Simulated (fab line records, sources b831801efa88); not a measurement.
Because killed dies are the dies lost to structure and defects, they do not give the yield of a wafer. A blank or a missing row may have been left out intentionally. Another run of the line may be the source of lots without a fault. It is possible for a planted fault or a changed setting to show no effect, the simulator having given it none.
fab line records + flow sky130 + part 2 of 2: steps 36 to 48 of 48
[record]
- lots = 5
- wafers = 15
- last_day = 49
route steps=708 shown VT_ADJUST_HVTP@87 VT_ADJUST_LVTN@97 VT_ADJUST_NCORE@119 VT_ADJUST_HVTR@131
lots that met no fault: from a run of the same line without faults
start_h: start of the lot's first displayed wafer, in hours after the record's first day + wait_h: how many hours have passed since the lot's step before this one + " as in the row above + L1.1+2: one row covering several wafers at once + - either no value or no given start + * or withheld: withheld + < > ~ a bound
route shown NAME@n: a module of which the file shows steps, and the number in the route of the first + usual: mean/standard deviation of fault-free wafers + same: alike in all rows + chamber/n: place in a boat + sites: readings site by site + _std_site: standard deviation across them + _edge_site: outer sites' mean less inner sites' + radius_mm: how far each site lies from the wafer's centre + mask NAME#n: copy n + behind: the most recent tool/chamber to have shaped the wafer + hold: the reason the lot was held/the length of the hold in hours/how it ended + device: the transistor (n, p or np) that didn't switch + end of line: the same wafers' tests at the end of the route + a step with no rows: only its recipe + killed: count of dies lost to structure and defects at first sort (not the wafer's yield) + map: a wafer's dies, x killed, . not, _ none there
set.NAME: the setting that was run; set.NAME@STEP: the one run at that earlier step + model.NAME: the simulator's own value behind a step, which no gauge read
certain route steps with their lots: each step a table, each wafer a row
services: when a tool's chamber went out of use (start_h, in hours from the record's first day, below 0 if earlier), for how many hours, and the reason
[[steps]]
[step SKY_VT_ADJUST_NCORE_SOFTBAKE_03]
[recipe]
- temp_c = 90
- time_s = 60
- resist = NOVOLAK
| lot.wafer  | tool           | chamber | start_h | wait_h |
|------------|----------------|---------|---------|--------|
| L075.2+3+4 | litho_track-02 | 0       | 188.98  | 0.1    |
| L076.3+5+6 | litho_track-03 | 0       | 189.73  | 0.1    |
| L079.2+3+5 | litho_track-02 | 0       | 200.83  | 0.1    |
| L091.3+4+5 | litho_track-02 | 0       | 292.76  | 0.1    |
| L095.2+3+5 | litho_track-03 | 0       | 316.55  | 0.1    |
[step SKY_VT_ADJUST_NCORE_EXPOSE_04]
[recipe]
- mask_id = LVTN_COMPLEMENT_THIN
- na = 0.6
- source_shape = conventional
- sigma_outer = 0.6
- polarization = unpolarized
- target_cd_nm = 380
- dose_mj = 139
[same]
- sigma_outer = 0.6
| lot.wafer  | tool             | chamber | start_h | wait_h | mask                   |
|------------|------------------|---------|---------|--------|------------------------|
| L075.2+3+4 | iline_stepper-02 | 0       | -       | -      | LVTN_COMPLEMENT_THIN#0 |
| L076.3+5+6 | iline_stepper-02 | 0       | -       | -      | LVTN_COMPLEMENT_THIN#0 |
| L079.2+3+5 | iline_stepper-02 | 0       | -       | -      | LVTN_COMPLEMENT_THIN#0 |
| L091.3+4+5 | iline_stepper-01 | 0       | -       | -      | LVTN_COMPLEMENT_THIN#0 |
| L095.2+3+5 | iline_stepper-01 | 0       | -       | -      | LVTN_COMPLEMENT_THIN#0 |
[step SKY_VT_ADJUST_NCORE_PEB_05]
[recipe]
- temp_c = withheld
- time_s = *
- resist = NOVOLAK
| lot.wafer  | tool           | chamber | start_h | wait_h |
|------------|----------------|---------|---------|--------|
| L075.2+3+4 | litho_track-02 | 0       | -       | -      |
| L076.3+5+6 | litho_track-03 | 0       | -       | -      |
| L079.2+3+5 | litho_track-04 | 0       | -       | -      |
| L091.3+4+5 | litho_track-04 | 0       | -       | -      |
| L095.2+3+5 | litho_track-04 | 0       | -       | -      |
[step SKY_VT_ADJUST_NCORE_DEVELOP_06]
[recipe]
- resist = NOVOLAK
- developer = TMAH
- develop_time_s = 60
- dev_temp_c = 23
| lot.wafer  | tool           | chamber | start_h | wait_h |
|------------|----------------|---------|---------|--------|
| L075.2+3+4 | litho_track-02 | 0       | 200.23  | 0.1    |
| L076.3+5+6 | litho_track-03 | 0       | 200.63  | 0.1    |
| L079.2+3+5 | litho_track-04 | 0       | 211.40  | 0.1    |
| L091.3+4+5 | litho_track-04 | 0       | 305.02  | 0.1    |
| L095.2+3+5 | litho_track-04 | 0       | 329.05  | 0.1    |
[step SKY_VT_ADJUST_NCORE_CD_MEAS_07]
[recipe]
- target_cd_nm = 380
[usual]
- cd_nm = 380.9/2.9
| lot.wafer | tool      | chamber | start_h | wait_h | cd_nm |
|-----------|-----------|---------|---------|--------|-------|
| L075.2    | cd_sem-02 | -       | 200.38  | 0.1    | 384.7 |
| L075.3    | "         | -       | "       | "      | 383.8 |
| L075.4    | "         | -       | "       | "      | 383.7 |
| L076.3    | cd_sem-02 | -       | 200.77  | 0.1    | 386.1 |
| L076.5    | "         | -       | "       | "      | 385.9 |
| L076.6    | "         | -       | "       | "      | 384.3 |
| L079.2    | cd_sem-02 | -       | 211.54  | 0.1    | 383.2 |
| L079.3    | "         | -       | "       | "      | 383.0 |
| L079.5    | "         | -       | "       | "      | 382.4 |
| L091.3    | cd_sem-01 | -       | 305.16  | 0.1    | 375.4 |
| L091.4    | "         | -       | "       | "      | 377.3 |
| L091.5    | "         | -       | "       | "      | 380.2 |
| L095.2    | cd_sem-01 | -       | 329.19  | 0.1    | 379.6 |
| L095.3    | "         | -       | "       | "      | 382.0 |
| L095.5    | "         | -       | "       | "      | 381.3 |
[step SKY_VT_ADJUST_NCORE_OVL_MEAS_08]
[usual]
- VT_ADJUST_NCORE_OVL = 0.8/1.2
| lot.wafer | tool       | chamber | start_h | wait_h | VT_ADJUST_NCORE_OVL[nm] |
|-----------|------------|---------|---------|--------|-------------------------|
| L075.2    | overlay-01 | -       | 200.48  | 0.1    | -0.6                    |
| L075.3    | "          | -       | "       | "      | -1.0                    |
| L075.4    | "          | -       | "       | "      | 1.0                     |
| L076.3    | overlay-01 | -       | 200.86  | 0.1    | -0.3                    |
| L076.5    | "          | -       | "       | "      | 0.3                     |
| L076.6    | "          | -       | "       | "      | 0.7                     |
| L079.2    | overlay-02 | -       | 211.65  | 0.1    | -2.3                    |
| L079.3    | "          | -       | "       | "      | -1.6                    |
| L079.5    | "          | -       | "       | "      | 0.5                     |
| L091.3    | overlay-02 | -       | 305.26  | 0.1    | 0.6                     |
| L091.4    | "          | -       | "       | "      | 0.8                     |
| L091.5    | "          | -       | "       | "      | 0.1                     |
| L095.2    | overlay-02 | -       | 329.30  | 0.1    | 0.2                     |
| L095.3    | "          | -       | "       | "      | 1.1                     |
| L095.5    | "          | -       | "       | "      | 1.7                     |
[step SKY_VT_ADJUST_NCORE_IMPLANT_09]
[recipe]
- species = B
- energy_kev = 10
- dose_cm2 = 2.4e+12
- tilt_deg = withheld
| lot.wafer  | tool         | chamber | start_h | wait_h |
|------------|--------------|---------|---------|--------|
| L075.2+3+4 | implanter-01 | 0       | 200.54  | 0.0    |
| L076.3+5+6 | implanter-01 | 0       | 200.93  | 0.1    |
| L079.2+3+5 | implanter-02 | 0       | 211.70  | 0.0    |
| L091.3+4+5 | implanter-01 | 0       | 305.33  | 0.1    |
| L095.2+3+5 | implanter-04 | 0       | 329.35  | 0.0    |
[step SKY_VT_ADJUST_NCORE_STRIP_10]
[recipe]
- chemistry = O2/N2
- power_w = 1400
- pressure_mtorr = 1500
- platen_temp_c = withheld
- o2_flow_sccm = 3000
- n2_flow_sccm = 300
- overash_fraction = 0.5
[usual]
- drypump_motor_current_A = 5.7/0.49
- n2_flow_sccm = 300.2/0.83
- oes_product_au = 0.716/0.0043
- strip_time_to_endpoint_s = 14.19/0.034
| lot.wafer | tool            | chamber | start_h | wait_h | drypump_motor_current_A | n2_flow_sccm | oes_product_au | rf_hours_counter_h | strip_time_to_endpoint_s |
|-----------|-----------------|---------|---------|--------|-------------------------|--------------|----------------|--------------------|--------------------------|
| L075.2    | plasma_asher-01 | 0       | 200.66  | 0.1    | 5.3                     | 298.7        | 0.715          | 41                 | 14.19                    |
| L075.3    | "               | 0       | "       | "      | 5.3                     | 299.8        | 0.720          | -                  | 14.23                    |
| L075.4    | "               | 1       | "       | "      | 6.3                     | 300.6        | 0.711          | -                  | 14.22                    |
| L076.3    | plasma_asher-01 | 0       | 201.07  | 0.1    | 5.3                     | 300.1        | 0.714          | -                  | 14.18                    |
| L076.5    | "               | 1       | "       | "      | 6.3                     | 299.5        | 0.712          | -                  | 14.17                    |
| L076.6    | "               | 0       | "       | "      | 5.3                     | 299.7        | 0.710          | -                  | 14.15                    |
| L079.2    | plasma_asher-04 | 0       | 211.83  | 0.1    | 5.8                     | 299.6        | 0.716          | 56                 | 14.16                    |
| L079.3    | "               | 0       | "       | "      | 5.8                     | 299.4        | 0.717          | -                  | 14.19                    |
| L079.5    | "               | 1       | "       | "      | 5.1                     | 301.0        | 0.719          | -                  | 14.19                    |
| L091.3    | plasma_asher-03 | 1       | 305.46  | 0.1    | 5.6                     | 300.7        | 0.724          | -                  | 14.18                    |
| L091.4    | "               | 0       | "       | "      | 6.5                     | 299.5        | 0.717          | -                  | 14.19                    |
| L091.5    | "               | 1       | "       | "      | 5.6                     | 300.7        | 0.722          | -                  | 14.17                    |
| L095.2    | plasma_asher-01 | 0       | 329.48  | 0.1    | 5.3                     | 300.7        | 0.716          | 54                 | 14.18                    |
| L095.3    | "               | 0       | "       | "      | 5.3                     | 300.4        | 0.723          | -                  | 14.22                    |
| L095.5    | "               | 0       | "       | "      | 5.3                     | 300.5        | 0.708          | -                  | 14.20                    |
[step SKY_VT_ADJUST_NCORE_TW_MEAS_11]
[usual]
- VT_ADJUST_NCORE_TW = 218.0/2.5
| lot.wafer | tool          | chamber | start_h | wait_h | VT_ADJUST_NCORE_TW |
|-----------|---------------|---------|---------|--------|--------------------|
| L075.2    | film_metro-02 | -       | 200.77  | 0.1    | 213.9              |
| L075.3    | "             | -       | "       | "      | 216.3              |
| L075.4    | "             | -       | "       | "      | 213.7              |
| L076.3    | film_metro-03 | -       | 201.15  | 0.1    | 222.3              |
| L076.5    | "             | -       | "       | "      | 221.7              |
| L076.6    | "             | -       | "       | "      | 221.0              |
| L079.2    | film_metro-04 | -       | 211.94  | 0.1    | 217.7              |
| L079.3    | "             | -       | "       | "      | 216.7              |
| L079.5    | "             | -       | "       | "      | 218.2              |
| L091.3    | film_metro-04 | -       | 305.55  | 0.1    | 216.7              |
| L091.4    | "             | -       | "       | "      | 217.7              |
| L091.5    | "             | -       | "       | "      | 217.5              |
| L095.2    | film_metro-02 | -       | 329.59  | 0.1    | 216.9              |
| L095.3    | "             | -       | "       | "      | 217.4              |
| L095.5    | "             | -       | "       | "      | 217.0              |
[step SKY_VT_ADJUST_HVTR_DEHYDRATE_00]
[recipe]
- temp_c = 200
- time_s = 60
| lot.wafer  | tool           | chamber | start_h | wait_h |
|------------|----------------|---------|---------|--------|
| L075.2+3+4 | litho_track-01 | 0       | 210.61  | 9.8    |
| L076.3+5+6 | litho_track-02 | 0       | 210.76  | 9.6    |
| L079.2+3+5 | litho_track-03 | 0       | 222.75  | 10.8   |
| L091.3+4+5 | litho_track-03 | 0       | 318.93  | 13.4   |
| L095.2+3+5 | litho_track-01 | 0       | 342.26  | 12.7   |
[step SKY_VT_ADJUST_HVTR_HMDS_01]
[recipe]
- prime_time_s = 60
- prime_temp_c = 120
| lot.wafer  | tool           | chamber | start_h | wait_h |
|------------|----------------|---------|---------|--------|
| L075.2+3+4 | litho_track-01 | 0       | 210.76  | 0.1    |
| L076.3+5+6 | litho_track-02 | 0       | 210.91  | 0.1    |
| L079.2+3+5 | litho_track-03 | 0       | 222.90  | 0.1    |
| L091.3+4+5 | litho_track-03 | 0       | 319.08  | 0.1    |
| L095.2+3+5 | litho_track-01 | 0       | 342.41  | 0.1    |
[step SKY_VT_ADJUST_HVTR_COAT_02]
[recipe]
- resist = NOVOLAK
- spin_rpm = 3000
- resist_thk_nm = 1140
| lot.wafer  | tool           | chamber | start_h | wait_h |
|------------|----------------|---------|---------|--------|
| L075.2+3+4 | litho_track-01 | 0       | 210.91  | 0.1    |
| L076.3+5+6 | litho_track-02 | 0       | 211.06  | 0.1    |
| L079.2+3+5 | litho_track-03 | 0       | 223.05  | 0.1    |
| L091.3+4+5 | litho_track-03 | 0       | 319.23  | 0.1    |
| L095.2+3+5 | litho_track-01 | 0       | 342.56  | 0.1    |
[step SKY_VT_ADJUST_HVTR_SOFTBAKE_03]
[recipe]
- temp_c = 90
- time_s = 60
- resist = NOVOLAK
| lot.wafer  | tool           | chamber | start_h | wait_h |
|------------|----------------|---------|---------|--------|
| L075.2+3+4 | litho_track-01 | 0       | 211.06  | 0.1    |
| L076.3+5+6 | litho_track-02 | 0       | 211.21  | 0.1    |
| L079.2+3+5 | litho_track-03 | 0       | 223.20  | 0.1    |
| L091.3+4+5 | litho_track-03 | 0       | 319.38  | 0.1    |
| L095.2+3+5 | litho_track-01 | 0       | 342.71  | 0.1    |
[[services]]
| tool             | chamber | start_h | hours | kind   |
|------------------|---------|---------|-------|--------|
| plasma_asher-02  | -       | 108.75  | 9.0   | pm     |
| plasma_asher-02  | -       | 136.46  | 2.8   | pm     |
| implanter-02     | -       | 140.01  | 6.3   | repair |
| implanter-01     | -       | 140.05  | 0.5   | repair |
| iline_stepper-02 | -       | 143.45  | 13.1  | repair |
| plasma_asher-01  | -       | 179.45  | 4.0   | repair |
| iline_stepper-01 | -       | 184.33  | 1.7   | pm     |
| implanter-04     | -       | 191.66  | 12.2  | pm     |
| plasma_asher-02  | -       | 193.85  | 0.6   | repair |
| implanter-01     | -       | 217.40  | 3.8   | pm     |
| iline_stepper-01 | -       | 225.37  | 2.9   | repair |
| implanter-04     | -       | 242.91  | 4.2   | pm     |
| iline_stepper-02 | -       | 248.26  | 10.2  | repair |
| implanter-04     | -       | 264.93  | 1.3   | repair |
| iline_stepper-02 | -       | 267.67  | 0.6   | repair |
| implanter-04     | -       | 273.04  | 5.1   | repair |
| implanter-04     | -       | 281.98  | 3.4   | repair |
| plasma_asher-04  | -       | 292.24  | 2.8   | repair |
| implanter-04     | -       | 312.77  | 1.8   | repair |
| implanter-04     | -       | 317.41  | 1.6   | repair |
| iline_stepper-01 | -       | 334.24  | 3.1   | repair |
| iline_stepper-01 | -       | 334.69  | 4.7   | repair |
| implanter-01     | -       | 335.10  | 1.8   | repair |
| iline_stepper-02 | -       | 340.29  | 8.9   | pm     |
